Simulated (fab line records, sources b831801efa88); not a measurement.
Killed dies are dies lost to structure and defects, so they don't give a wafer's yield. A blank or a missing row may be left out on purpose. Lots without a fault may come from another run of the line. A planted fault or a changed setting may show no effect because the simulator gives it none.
Which tool did it? | flow gf180mcu | 12 lots, 36 wafers sampled, at 4 steps of a route of 602

WHAT THE GAUGES READ, wafer by wafer
GF_V3_BOW_MEAS_05.
lot  | measured     | on            | V3_BOW (um)
L551 | day 21 13:55 | film_metro-01 | 111 128 107
L555 | day 23 09:50 | film_metro-02 | 115 109 124
L556 | day 23 16:35 | film_metro-03 | 104 105 112
L557 | day 23 17:10 | film_metro-01 | 113 110 120
L560 | day 24 21:12 | film_metro-01 | 121 119 134
L562 | day 25 17:44 | film_metro-02 | 97 98 91
L563 | day 26 03:46 | film_metro-01 | 104 116 127
L567 | day 27 10:07 | film_metro-01 | 119 111 112
L569 | day 27 22:02 | film_metro-02 | 110 115 122
L571 | day 28 10:42 | film_metro-02 | 111 115 113
L572 | day 28 14:23 | film_metro-01 | 128 119 119
L573 | day 28 22:47 | film_metro-02 | 124 116 98

GF_V4_THK_MEAS_01.
lot  | measured     | on            | V4_CVD_00_THK (nm)
L551 | day 23 13:28 | film_metro-04 | 599 593 601
L555 | day 25 08:22 | film_metro-03 | 608 603 600
L556 | day 25 15:01 | film_metro-04 | 604 604 602
L557 | day 25 15:59 | film_metro-02 | 597 596 594
L560 | day 26 17:54 | film_metro-03 | 589 600 595
L562 | day 27 13:04 | film_metro-03 | 601 596 601
L563 | day 27 23:23 | film_metro-03 | 595 593 590
L567 | day 29 03:01 | film_metro-02 | 598 901 597 598 901 598
L569 | day 29 15:00 | film_metro-03 | 903 606 610 903 606 609
L571 | day 30 03:12 | film_metro-04 | 596 906 911 595 906 912
L572 | day 30 06:41 | film_metro-03 | 600 586 600
L573 | day 30 14:15 | film_metro-03 | 605 594 600

WHICH TOOL RAN EACH LOT (tool, then ch and the chambers of the sampled wafers, then the start)
lot  | GF_M3_METAL_ETCH_16               | GF_V4_CVD_00
L551 | rie_metal-01 ch 0,1, day 21 12:41 | hdpcvd-02 ch 1,2, day 23 13:20
L555 | rie_metal-03 ch 0, day 23 08:22   | hdpcvd-02 ch 0,1,2, day 25 08:17
L556 | rie_metal-03 ch 0, day 23 14:43   | hdpcvd-02 ch 0,1, day 25 14:55
L557 | rie_metal-04 ch 0,1, day 23 15:36 | hdpcvd-01 ch 0,1, day 25 15:54
L560 | rie_metal-03 ch 0, day 24 19:50   | hdpcvd-01 ch 1,2, day 26 17:50
L562 | rie_metal-01 ch 0,1, day 25 16:05 | hdpcvd-02 ch 1,2, day 27 12:59
L563 | rie_metal-03 ch 0, day 26 02:25   | hdpcvd-01 ch 0,1,2, day 27 23:17
L567 | rie_metal-01 ch 0,1, day 27 08:51 | hdpcvd-02 ch 0,2, day 29 02:56
L569 | rie_metal-03 ch 0,1, day 27 20:47 | hdpcvd-02 ch 0,1,2, day 29 14:56
L571 | rie_metal-03 ch 0,1, day 28 09:29 | hdpcvd-02 ch 0,1, day 30 03:08
L572 | rie_metal-03 ch 0,1, day 28 13:08 | hdpcvd-01 ch 0,1,2, day 30 06:37
L573 | rie_metal-04 ch 0,1, day 28 21:32 | hdpcvd-01 ch 1,2, day 30 14:11
- GF_M3_METAL_ETCH_16: etches the open film in Cl2/BCl3, stops on SiO2, target depth 627.5 nm, time 104.6 s.
- GF_V4_CVD_00: deposits SiO2, target thk 600 nm, time 100 s.

WHAT THE TOOLS THEMSELVES READ (means of the sampled wafers that have a number; where no wafer has one, the mark that the record gives instead)
GF_M3_METAL_ETCH_16.
lot  | tool         | drypump_motor_current_A (A) | oes_product_au (a.u.) | throttle_valve_pct (%)
L551 | rie_metal-01 | 5.74                        | 0.973                 | 28.249
L555 | rie_metal-03 | 5.34                        | 0.980                 | 28.240
L556 | rie_metal-03 | 5.37                        | 0.973                 | 28.262
L557 | rie_metal-04 | 5.27                        | 0.968                 | 28.253
L560 | rie_metal-03 | 5.35                        | 0.973                 | 28.249
L562 | rie_metal-01 | 5.74                        | 0.972                 | 28.247
L563 | rie_metal-03 | 5.35                        | 0.967                 | 28.246
L567 | rie_metal-01 | 5.77                        | 0.977                 | 28.237
L569 | rie_metal-03 | 5.27                        | 0.974                 | 28.236
L571 | rie_metal-03 | 5.28                        | 0.975                 | 28.251
L572 | rie_metal-03 | 5.20                        | 0.963                 | 28.262
L573 | rie_metal-04 | 5.52                        | 0.967                 | 28.254

GF_V4_CVD_00.
lot  | tool      | sih4_flow_sccm (sccm)
L551 | hdpcvd-02 | 59.89
L555 | hdpcvd-02 | 60.13
L556 | hdpcvd-02 | 60.13
L557 | hdpcvd-01 | 60.02
L560 | hdpcvd-01 | 60.15
L562 | hdpcvd-02 | 60.02
L563 | hdpcvd-01 | 60.18
L567 | hdpcvd-02 | 70.16
L569 | hdpcvd-02 | 70.00
L571 | hdpcvd-02 | 79.92
L572 | hdpcvd-01 | 59.75
L573 | hdpcvd-01 | 60.01

THE ANSWER, worked out from the rows above alone
Rule: what is usual is taken from the lots themselves. Put in order of their means at a reading, lots are off if they are a third of the lots or fewer, leave a main group of 4 or more, and stand apart from it by a gap of 3 or more times the standard deviation of the main group's means; of several such gaps the widest counts. A main group whose means are all the same, to the digits that the tables above print for the reading, isn't used. A lot without any number at a reading at which 4 lots or more have one is off too. The other lots that the step has rows for count as sound. The gauges are gone through in route order, then the tools' own readings, and for those a lot's mean is taken as printed above. The first step at which some lot is off is used, and at that step the reading that is off furthest; a lot without a number counts as furthest.
Off: L567, L569, L571, at GF_V4_THK_MEAS_01 (V4_CVD_00_THK). The main group: mean 598 nm, standard deviation 3.6.
A tool fits if, at a process step before that reading, it ran every lot that is off, and no sound lot after the first of them. The gauges at GF_V4_THK_MEAS_01 aren't tried: what is off there is off at GF_V4_CVD_00 too, on other tools, and a gauge's error can't cause that. One fits: hdpcvd-02 at GF_V4_CVD_00. Its last sound lot is L562 (day 27 12:59), its first lot that is off L567 (day 29 02:56): a fault that began between those two fits.
The tool's own readings at GF_V4_CVD_00 bear it out: on the lots that are off they differ by more than 5 times the standard deviation of the sound lots' means. sih4_flow_sccm reads 73.36 sccm there against 60.03 sccm on the sound lots.

WHAT THE SIMULATOR HAD PUT IN
Process parameter drift: hdpcvd-02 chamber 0, from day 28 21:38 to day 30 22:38, at GF_V4_CVD_00. Setting sih4_flow_sccm, moved by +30, from 60. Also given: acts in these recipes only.
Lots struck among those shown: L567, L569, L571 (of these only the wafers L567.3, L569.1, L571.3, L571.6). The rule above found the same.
